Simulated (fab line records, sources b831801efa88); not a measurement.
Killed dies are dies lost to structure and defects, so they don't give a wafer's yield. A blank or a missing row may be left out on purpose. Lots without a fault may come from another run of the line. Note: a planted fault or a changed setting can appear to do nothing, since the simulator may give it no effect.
A single fault, viewed from 2 desks :: flow sky130 :: only its own numbers are on each desk; what lay behind them is given at the end

## FROM THE METROLOGY DESK
Lot by lot, what the gauges showed, no matter which tool ran the lot: averages of those sampled wafers that carry a number. The brackets show how far a lot's mean lies from the usual mean; more than 4 standard deviations puts the lot out of limits, marked OUT.
Columns: A = PWDE_TW at SKY_PWDE_TW_MEAS_10, usual 376; B = PWDE_RS at SKY_NWELL_RS_MEAS_31, usual 5279 ohm/sq
lot: L725
first seen here: day 3 19:14
A: 370
B: 5291

lot: L726
first seen here: day 4 01:22
A: 377
B: 5272

lot: L727
first seen here: day 4 08:54
A: 376
B: 5249

lot: L730
first seen here: day 4 22:10
A: 369
B: 5245

lot: L731
first seen here: day 5 13:32
A: 371
B: 5300

lot: L732
first seen here: day 6 03:46
A: 374
B: 5278

lot: L734
first seen here: day 6 11:05
A: 380
B: 5270

lot: L735
first seen here: day 6 13:10
A: 375
B: 5266

lot: L736
first seen here: day 6 18:58
A: 375
B: 5288

lot: L737
first seen here: day 6 20:47
A: 379
B: 5298

lot: L739
first seen here: day 7 07:44
A: 379
B: 5245

lot: L744
first seen here: day 8 07:33
A: 409 (+11) OUT
B: 4158 (-49) OUT

lot: L746
first seen here: day 8 20:51
A: 402 (+8.3) OUT
B: 4554 (-32) OUT

lot: L747
first seen here: day 8 23:18
A: 396 (+6.6) OUT
B: 4744 (-23) OUT

lot: L748
first seen here: day 9 03:02
A: 378
B: 5260
This desk's finding: out of limits on L744, L746, L747; first on L744, day 8 07:33 (PWDE_TW at SKY_PWDE_TW_MEAS_10). L725, L726, L727, L730, L731, L732, L734, L735, L736, L737, L739, L748 stayed within limits.

## TOOL OWNER'S DESK, implanter-02
The tool's own readings at SKY_PWDE_IMPLANT_08, given as means over the sampled wafers that have a number, one for each lot that went through this tool. The brackets show how far a lot's mean lies from the usual mean; more than 4 standard deviations puts the lot out of limits, marked OUT.
Columns: A = beam-on-s at SKY_PWDE_IMPLANT_08, usual 9.99 s; B = faraday-current-uA at SKY_PWDE_IMPLANT_08, usual 20.3
lot: L730
first seen here: day 4 21:55
A: 9.95
B: 20.4

lot: L732
first seen here: day 6 03:31
A: 9.84
B: 20.6

lot: L737
first seen here: day 6 20:32
A: 10.22
B: 19.8

lot: L744
first seen here: day 8 07:19
A: 13.49 (+17) OUT
B: 15.0 (-13) OUT

lot: L746
first seen here: day 8 20:37
A: 12.21 (+11) OUT
B: 16.9 (-8.2) OUT

lot: L747
first seen here: day 8 23:05
A: 11.63 (+7.8) OUT
B: 17.9 (-6.0) OUT
Finding of this desk: L744, L746, L747 out of limits; the first was L744 at day 8 07:19, on beam-on-s at SKY_PWDE_IMPLANT_08. L730, L732, L737 stayed within limits.

## ALL TOGETHER
On L744, L746, L747, at day 8 07:19, an alarm was possible from the tool owner's desk.
An alarm was possible from the metrology desk at day 8 07:33, on L744, L746, L747.
SKY_PWDE_IMPLANT_08 was run on implanter-02 by each of the lots named.

## WHAT HAD BEEN PUT IN BY THE SIMULATOR
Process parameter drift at SKY_PWDE_IMPLANT_08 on implanter-02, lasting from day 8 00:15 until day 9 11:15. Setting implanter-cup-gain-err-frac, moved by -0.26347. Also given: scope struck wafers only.
Lots struck among those shown: L744, L746, L747.
Hours from the fault's start to each desk's first reading out of limits: the tool owner's desk, 7; the metrology desk, 7.
